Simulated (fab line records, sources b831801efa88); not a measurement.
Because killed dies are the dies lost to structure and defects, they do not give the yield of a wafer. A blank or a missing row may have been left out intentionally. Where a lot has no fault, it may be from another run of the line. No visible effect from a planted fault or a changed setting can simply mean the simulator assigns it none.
A struck lot beside a sound one ; flow sky130 ; 17 steps out of a route of 708
Sound: wafers L403.4, L403.5, L403.6. Struck: wafers L408.1, L408.2, L408.5. The cause is named last.
At each step with rows: each side's tool, then ch and its chambers, then its first start. Under that, the readings that differ: sound wafers ; struck wafers ; difference of the means ; sigmas: that difference in standard deviations of wafers without a fault.
alike: same words and numbers on both sides, and readings whose means sit less than 2 such deviations apart. not compared: any withheld reading, any reading some wafer has no value for, any bound like >300 that may hide the same value, and any number with overlapping values for which the record gives no deviation.
The two part at a step that has a row with sigmas, a row that says differs or no value, or rows on one side only. Numbers that don't overlap but have no deviation are shown without sigmas and don't part them. A reading missing from all wafers of one side parts the sides only when that side holds two or more wafers.

SKY_NWELL_OVL_MEAS_23:
  sound on overlay-01 at day 6 01:35; struck on overlay-01 at day 7 08:49
  alike: NWELL_01_OVL
then, 1 step without rows for these wafers: SKY_NWELL_IMPLANT_24.
SKY_NWELL_STRIP_25: strips in O2/N2.
  sound on plasma_asher-01 ch 0,1, day 6 01:47; struck on plasma_asher-01 ch 0,1, day 7 09:00
  alike: drypump_motor_current_A, oes_product_au, strip_time_to_endpoint_s
  not compared: rf_hours_counter_h
SKY_NWELL_TW_MEAS_26:
  sound on film_metro-02 at day 6 01:53; struck on film_metro-02 at day 7 09:06
  alike: NWELL_2_TW
then, 1 step without rows for these wafers: SKY_NWELL_CLEAN_27 (cleans in SC1/SC2, time 150 s).
SKY_NWELL_RTA_28: time 30 s.
  sound on rtp_anneal-02 ch 0, day 6 02:01; struck on rtp_anneal-02 ch 0, day 7 09:13
  alike: anneal_temp_c_max, lamp_power_pct, wafer_temp_C_max
SKY_NWELL_RS_MEAS_29: uses a four-point probe to measure.
  sound on film_metro-03 at day 6 02:08; struck on film_metro-01 at day 7 09:19
  alike: NWELL_RS
SKY_NWELL_RS_MEAS_31: uses a four-point probe to measure.
  sound on film_metro-03 at day 6 02:22; struck on film_metro-01 at day 7 09:33
  alike: PWDE_RS
then, 3 steps without rows for these wafers: SKY_VT_ADJUST_HVTP_DEHYDRATE_00 (time 60 s); SKY_VT_ADJUST_HVTP_HMDS_01 (prime time 60 s); SKY_VT_ADJUST_HVTP_COAT_02 (resist thk 1140 nm).
SKY_VT_ADJUST_HVTP_SOFTBAKE_03: time 60 s.
  sound on litho_track-01 ch 0, day 6 11:25; struck on litho_track-01 ch 0, day 7 18:17
reading;sound;struck;difference;sigmas
heater_power_total_W (W);56.62 56.65 56.53;59.32 59.32 59.36;+2.73;+65
plate_temp_C (C);89.91 90.05 90.13;92.98 93.24 93.22;+3.12;+26
model.NOVOLAK_of_VT_ADJUST_HVTP_COAT_02.thk_nm (nm);1140 1139 1143;1134 1133 1130;-8;
then, 2 steps without rows for these wafers: SKY_VT_ADJUST_HVTP_EXPOSE_04 (exposes mask HVTPM, target cd 380 nm); SKY_VT_ADJUST_HVTP_PEB_05.
SKY_VT_ADJUST_HVTP_DEVELOP_06: develop time 60 s.
  sound on litho_track-03 ch 0, day 6 20:41; struck on litho_track-01 ch 0, day 8 05:02
reading;sound;struck;difference;sigmas
model.NOVOLAK_of_VT_ADJUST_HVTP_COAT_02.thk_nm (nm);1139 1138 1142;1134 1133 1130;-7;
SKY_VT_ADJUST_HVTP_CD_MEAS_07 targets a cd of 380 nm.
  sound on cd_sem-02 at day 6 20:50; struck on cd_sem-01 at day 8 05:11
  alike: cd_nm
-- the record jumps here: 40 days lie between the struck wafers' starts before and after (it left off in module VT_ADJUST_HVTP and takes up again in module PAD_OPEN, whose first step shown is number 708 of the route) --
SKY_PAD_OPEN_PROBE_99:
  only the struck wafers here have rows in the record (prober-01, day 47 21:14); the sound ones have none

== WHERE THEY PART ==
Earliest at SKY_VT_ADJUST_HVTP_SOFTBAKE_03; latest, in this record, at SKY_PAD_OPEN_PROBE_99.

WHY: what the simulator had put in
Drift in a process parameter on litho_track-01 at SKY_VT_ADJUST_HVTP_SOFTBAKE_03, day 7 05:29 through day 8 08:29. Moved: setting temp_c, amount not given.
